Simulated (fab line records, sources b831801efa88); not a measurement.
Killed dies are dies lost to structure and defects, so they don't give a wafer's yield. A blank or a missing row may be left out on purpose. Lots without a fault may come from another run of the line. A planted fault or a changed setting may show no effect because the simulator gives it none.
Which tool did it? | flow gf180mcu | 6 lots, 18 wafers sampled, at 1 step of a route of 602

WHAT THE GAUGES READ, wafer by wafer
GF_M2_CD_MEAS_14: target cd 280 nm.
lot  | measured     | on        | cd_nm (nm)
L322 | day 22 01:29 | cd_sem-02 | 280.9 280.6 280.2
L330 | day 24 14:53 | cd_sem-02 | 280.4 280.8 279.3
L332 | day 25 07:34 | cd_sem-02 | 279.2 278.9 280.4
L334 | day 25 21:53 | cd_sem-01 | 280.5 280.3 280.6
L336 | day 26 09:00 | cd_sem-01 | 281.0 280.3 281.3
L338 | day 27 08:26 | cd_sem-01 | 280.2 279.8 278.7

WHICH TOOL RAN EACH LOT (tool, then ch and the chambers of the sampled wafers, then the start)
The record holds no process step before these readings.

THE ANSWER, worked out from the rows above alone
Rule: what is usual is taken from the lots themselves. Put in order of their means at a reading, lots are off if they are a third of the lots or fewer, leave a main group of 4 or more, and stand apart from it by a gap of 3 or more times the standard deviation of the main group's means; of several such gaps the widest counts. A main group whose means are all the same, to the digits that the tables above print for the reading, isn't used. A lot without any number at a reading at which 4 lots or more have one is off too. The other lots that the step has rows for count as sound.
No lot is off at any reading shown: from this, nothing can be told.

WHAT THE SIMULATOR HAD PUT IN
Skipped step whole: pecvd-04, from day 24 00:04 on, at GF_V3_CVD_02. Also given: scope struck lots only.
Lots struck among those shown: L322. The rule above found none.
